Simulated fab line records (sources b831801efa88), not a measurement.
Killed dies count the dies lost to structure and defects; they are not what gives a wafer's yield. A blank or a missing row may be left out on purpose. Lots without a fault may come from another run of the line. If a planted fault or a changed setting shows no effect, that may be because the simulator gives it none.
Matching of chambers :: flow gf180mcu :: 4 sister chambers for GF_STI_ETCH_13 on rieDiel-02
The step etches the open film in CHF3/O2, stops on Si, target depth 282.31 nm, time 112.9 s. 16 wafers are shown with their chamber, then 8 later ones without.

WAFERS PAIRED WITH THEIR CHAMBERS
wafer: L233.2
chamber: 1
oesProductAu (a.u.): 0.823
throttleValvePct (%): 8.801

wafer: L233.3
chamber: 2
oesProductAu (a.u.): 0.833
throttleValvePct (%): 8.793

wafer: L233.6
chamber: 1
oesProductAu (a.u.): 0.836
throttleValvePct (%): 8.828

wafer: L238.1
chamber: 2
oesProductAu (a.u.): 0.820
throttleValvePct (%): 8.825

wafer: L238.2
chamber: 1
oesProductAu (a.u.): 0.826
throttleValvePct (%): 8.800

wafer: L238.5
chamber: 0
oesProductAu (a.u.): 0.827
throttleValvePct (%): 8.796

wafer: L241.2
chamber: 3
oesProductAu (a.u.): 0.829
throttleValvePct (%): 8.820

wafer: L241.3
chamber: 1
oesProductAu (a.u.): 0.836
throttleValvePct (%): 8.802

wafer: L241.5
chamber: 3
oesProductAu (a.u.): 0.819
throttleValvePct (%): 8.799

wafer: L243.1
chamber: 3
oesProductAu (a.u.): 0.836
throttleValvePct (%): 8.811

wafer: L243.4
chamber: 1
oesProductAu (a.u.): 0.825
throttleValvePct (%): 8.819

wafer: L243.6
chamber: 2
oesProductAu (a.u.): 0.819
throttleValvePct (%): 8.790

wafer: L244.1
chamber: 1
oesProductAu (a.u.): 0.843
throttleValvePct (%): 8.822

wafer: L244.2
chamber: 3
oesProductAu (a.u.): 0.842
throttleValvePct (%): 8.797

wafer: L244.6
chamber: 0
oesProductAu (a.u.): 0.840
throttleValvePct (%): 8.808

wafer: L245.1
chamber: 0
oesProductAu (a.u.): 0.829
throttleValvePct (%): 8.806

SIGNATURES, as means of the wafers listed above
reading: oesProductAu
chamber 0: 0.83200
chamber 1: 0.83150
chamber 2: 0.82400
chamber 3: 0.83150
scatter within a chamber: 0.00832

reading: throttleValvePct
chamber 0: 8.80333
chamber 1: 8.81200
chamber 2: 8.80267
chamber 3: 8.80675
scatter within a chamber: 0.0128
Rule: a wafer lies at a distance from a chamber equal to the root of the sum of squares, over the readings, of (its reading less the chamber's mean, divided by the reading's scatter). If the next closest chamber is less than 2 further off than the closest, the wafer can't be placed; otherwise it belongs to the closest. The scatter is the square root of a quotient: the sum, over the shown wafers, of each reading's squared deviation from its chamber's mean, divided by wafers minus chambers.

WAFERS MISSING THEIR CHAMBER
wafer: L245.3
oesProductAu (a.u.): 0.828
throttleValvePct (%): 8.812

wafer: L245.5
oesProductAu (a.u.): 0.829
throttleValvePct (%): 8.813

wafer: L248.2
oesProductAu (a.u.): 0.825
throttleValvePct (%): 8.814

wafer: L248.5
oesProductAu (a.u.): 0.834
throttleValvePct (%): 8.816

wafer: L248.6
oesProductAu (a.u.): 0.833
throttleValvePct (%): 8.816

wafer: L250.3
oesProductAu (a.u.): 0.826
throttleValvePct (%): 8.812

wafer: L250.4
oesProductAu (a.u.): 0.830
throttleValvePct (%): 8.814

wafer: L250.5
oesProductAu (a.u.): 0.837
throttleValvePct (%): 8.804

WHICH CHAMBER EACH WENT THROUGH
wafer: L245.3
from the rows above: can't be placed: 1 or 3 or 0 or 2
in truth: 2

wafer: L245.5
from the rows above: can't be placed: 1 or 3 or 0 or 2
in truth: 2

wafer: L248.2
from the rows above: can't be placed: 1 or 2 or 3 or 0
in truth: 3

wafer: L248.5
from the rows above: can't be placed: 1 or 3 or 0 or 2
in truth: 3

wafer: L248.6
from the rows above: can't be placed: 1 or 3 or 0 or 2
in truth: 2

wafer: L250.3
from the rows above: can't be placed: 1 or 2 or 3 or 0
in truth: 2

wafer: L250.4
from the rows above: can't be placed: 1 or 3 or 0 or 2
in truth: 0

wafer: L250.5
from the rows above: can't be placed: 0 or 3 or 1 or 2
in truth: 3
0 of 8 placed correctly. These rows do not allow placing 8 (true chamber among the candidates in 8). Placed wrongly: 0.
